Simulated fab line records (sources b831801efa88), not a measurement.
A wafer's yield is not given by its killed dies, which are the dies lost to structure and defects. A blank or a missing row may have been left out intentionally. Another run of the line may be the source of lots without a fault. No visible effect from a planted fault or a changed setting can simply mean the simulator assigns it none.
Which of the tools did it? || flow gf180mcu || Sampling: 6 lots, 18 wafers, 4 of 602 route steps

== WHAT THE GAUGES SHOWED, per wafer ==
GF_M3_CD_MEAS_14: the cd target is 280 nm.
{"lot": "L605", "measured": "day 22 06:16", "on": "cd sem-02", "cd nm (nm)": "278.5 280.1 279.1"}
{"lot": "L616", "measured": "day 26 08:57", "on": "cd sem-02", "cd nm (nm)": "281.6 281.8 280.3"}
{"lot": "L618", "measured": "day 27 00:05", "on": "cd sem-01", "cd nm (nm)": "279.5 280.3 280.8"}
{"lot": "L620", "measured": "day 27 16:26", "on": "cd sem-01", "cd nm (nm)": "279.7 281.0 279.6"}
{"lot": "L621", "measured": "day 28 03:43", "on": "cd sem-01", "cd nm (nm)": "280.2 280.9 280.5"}
{"lot": "L624", "measured": "day 28 17:26", "on": "cd sem-02", "cd nm (nm)": "281.7 281.8 281.4"}

== EACH LOT AND THE TOOL THAT RAN IT (in order: tool; ch and the chambers of the sampled wafers; start) ==
{"lot": "L605", "GF_V2_CVD_02": "pecvd-04 ch 1,2, day 20 04:55", "GF_V2_SPUTTER_22": "pvd sputter-03, day 21 06:15", "GF_M3_EXPOSE_11": "krf scanner-01 ch 0, day 21 18:42"}
{"lot": "L616", "GF_V2_CVD_02": "pecvd-01 ch 0,2, day 24 13:36", "GF_V2_SPUTTER_22": "pvd sputter-03, day 25 11:33", "GF_M3_EXPOSE_11": "krf scanner-02 ch 0, day 25 22:58"}
{"lot": "L618", "GF_V2_CVD_02": "pecvd-04 ch 0,2, day 25 04:37", "GF_V2_SPUTTER_22": "pvd sputter-01, day 26 02:39", "GF_M3_EXPOSE_11": "krf scanner-02 ch 0, day 26 14:04"}
{"lot": "L620", "GF_V2_CVD_02": "pecvd-01 ch 0,1, day 25 22:25", "GF_V2_SPUTTER_22": "pvd sputter-01, day 26 19:34", "GF_M3_EXPOSE_11": "krf scanner-01 ch 0, day 27 06:43"}
{"lot": "L621", "GF_V2_CVD_02": "pecvd-03 ch 1,2, day 26 09:52", "GF_V2_SPUTTER_22": "pvd sputter-03, day 27 06:45", "GF_M3_EXPOSE_11": "krf scanner-02 ch 0, day 27 18:05"}
{"lot": "L624", "GF_V2_CVD_02": "pecvd-03 ch 0,2, day 27 00:37", "GF_V2_SPUTTER_22": "pvd sputter-03, day 27 21:55", "GF_M3_EXPOSE_11": "krf scanner-02 ch 0, day 28 08:10"}
- GF_V2_CVD_02: deposits SiO2 from TEOS, target thk 850 nm, time 94.851 s.
- GF_V2_SPUTTER_22: material TiN, target thk 10 nm, time 40 s.
- GF_M3_EXPOSE_11: exposes mask Metal3, target cd 280 nm.

== THE ANSWER, worked out from the rows above alone ==
Rule: what is usual is taken from the lots themselves. The widest of any qualifying gaps counts: lots, ordered by their means at a reading, are off when they make up no more than a third of the lots, leave a main group of 4 or more, and stand apart from it by 3 or more times the standard deviation of that group's means. If all means in a main group match to the digits the tables above print for the reading, that group is not used. Also off: a lot with no number at a reading for which 4 or more lots have one. Any other lot the step has rows for is counted as sound.
None of the lots is off at any reading shown; this tells nothing.

== WHAT THE SIMULATOR HAD PUT IN ==
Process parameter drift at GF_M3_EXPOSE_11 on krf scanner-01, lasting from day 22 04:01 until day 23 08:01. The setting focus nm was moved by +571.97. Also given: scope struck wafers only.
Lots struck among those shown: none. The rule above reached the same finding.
